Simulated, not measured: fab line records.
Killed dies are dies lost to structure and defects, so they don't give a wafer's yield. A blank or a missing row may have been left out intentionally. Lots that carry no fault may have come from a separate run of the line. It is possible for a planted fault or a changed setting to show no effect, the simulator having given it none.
Chamber matching / flow gf180mcu / GF_STI_CMP_25 on cmp-01 has 4 sister chambers
The step polishes, stops on Si3N4, t overpolish 33 s, target thk 524.6 nm. 16 wafers are shown with their chamber, then 8 later ones without.

## WAFERS PAIRED WITH THEIR CHAMBERS
wafer=L271.1; chamber=0; motor-current-A (A)=10.0; overpolish-run-s (s)=33.013; time-to-endpoint-s (s)=116
wafer=L271.2; chamber=2; motor-current-A (A)=10.4; overpolish-run-s (s)=33.010; time-to-endpoint-s (s)=120
wafer=L271.3; chamber=1; motor-current-A (A)=11.5; overpolish-run-s (s)=33.012; time-to-endpoint-s (s)=120
wafer=L275.1; chamber=1; motor-current-A (A)=11.6; overpolish-run-s (s)=33.008; time-to-endpoint-s (s)=117
wafer=L275.3; chamber=2; motor-current-A (A)=11.5; overpolish-run-s (s)=33.006; time-to-endpoint-s (s)=125
wafer=L275.4; chamber=3; motor-current-A (A)=12.1; overpolish-run-s (s)=33.007; time-to-endpoint-s (s)=115
wafer=L276.2; chamber=1; motor-current-A (A)=11.7; overpolish-run-s (s)=33.013; time-to-endpoint-s (s)=119
wafer=L276.3; chamber=0; motor-current-A (A)=9.5; overpolish-run-s (s)=33.000; time-to-endpoint-s (s)=122
wafer=L276.4; chamber=2; motor-current-A (A)=11.1; overpolish-run-s (s)=33.018; time-to-endpoint-s (s)=124
wafer=L279.1; chamber=1; motor-current-A (A)=11.4; overpolish-run-s (s)=33.002; time-to-endpoint-s (s)=125
wafer=L279.4; chamber=0; motor-current-A (A)=9.8; overpolish-run-s (s)=33.001; time-to-endpoint-s (s)=126
wafer=L279.5; chamber=1; motor-current-A (A)=11.7; overpolish-run-s (s)=33.006; time-to-endpoint-s (s)=118
wafer=L282.1; chamber=3; motor-current-A (A)=12.3; overpolish-run-s (s)=32.986; time-to-endpoint-s (s)=123
wafer=L282.3; chamber=2; motor-current-A (A)=10.8; overpolish-run-s (s)=33.004; time-to-endpoint-s (s)=122
wafer=L282.5; chamber=0; motor-current-A (A)=9.6; overpolish-run-s (s)=32.992; time-to-endpoint-s (s)=122
wafer=L283.1; chamber=2; motor-current-A (A)=10.7; overpolish-run-s (s)=32.990; time-to-endpoint-s (s)=122

SIGNATURES (averages over the wafers above)
reading=motor-current-A; chamber 0=9.725; chamber 1=11.580; chamber 2=10.900; chamber 3=12.200; scatter within a chamber=0.279
reading=overpolish-run-s; chamber 0=33.00150; chamber 1=33.00820; chamber 2=33.00560; chamber 3=32.99650; scatter within a chamber=0.00888
reading=time-to-endpoint-s; chamber 0=121.50; chamber 1=119.80; chamber 2=122.60; chamber 3=119.00; scatter within a chamber=3.38
Rule: a wafer's distance from a chamber is the root of the sum, over the readings, of the square of ((its reading less the chamber's mean) divided by the reading's scatter). The wafer belongs to the nearest chamber; if the next one is less than 2 further off, it can't be placed. The scatter: take each reading less its chamber's mean, square it, sum over the shown wafers, divide by the number of wafers less the number of chambers, and take the root.

## WAFERS WITHOUT THEIR CHAMBER
wafer=L283.3; motor-current-A (A)=11.1; overpolish-run-s (s)=33.009; time-to-endpoint-s (s)=120
wafer=L283.4; motor-current-A (A)=9.6; overpolish-run-s (s)=33.011; time-to-endpoint-s (s)=123
wafer=L287.3; motor-current-A (A)=11.6; overpolish-run-s (s)=33.008; time-to-endpoint-s (s)=123
wafer=L287.4; motor-current-A (A)=10.1; overpolish-run-s (s)=33.004; time-to-endpoint-s (s)=126
wafer=L287.6; motor-current-A (A)=10.5; overpolish-run-s (s)=33.012; time-to-endpoint-s (s)=125
wafer=L293.1; motor-current-A (A)=11.0; overpolish-run-s (s)=33.005; time-to-endpoint-s (s)=121
wafer=L293.2; motor-current-A (A)=9.3; overpolish-run-s (s)=32.992; time-to-endpoint-s (s)=122
wafer=L293.3; motor-current-A (A)=11.5; overpolish-run-s (s)=33.005; time-to-endpoint-s (s)=117

## WHICH CHAMBER EACH WENT THROUGH
wafer=L283.3; from the rows above=can't be placed: 2 or 1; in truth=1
wafer=L283.4; from the rows above=0; in truth=0
wafer=L287.3; from the rows above=can't be placed: 1 or 2 or 3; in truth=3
wafer=L287.4; from the rows above=can't be placed: 0 or 2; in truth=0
wafer=L287.6; from the rows above=can't be placed: 2 or 0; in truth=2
wafer=L293.1; from the rows above=can't be placed: 2 or 1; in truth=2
wafer=L293.2; from the rows above=0; in truth=0
wafer=L293.3; from the rows above=can't be placed: 1 or 2 or 3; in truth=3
2 of 8 placed correctly. Not placeable from these rows: 6 (in 6, the candidates include the true chamber). Placed wrongly: 0.
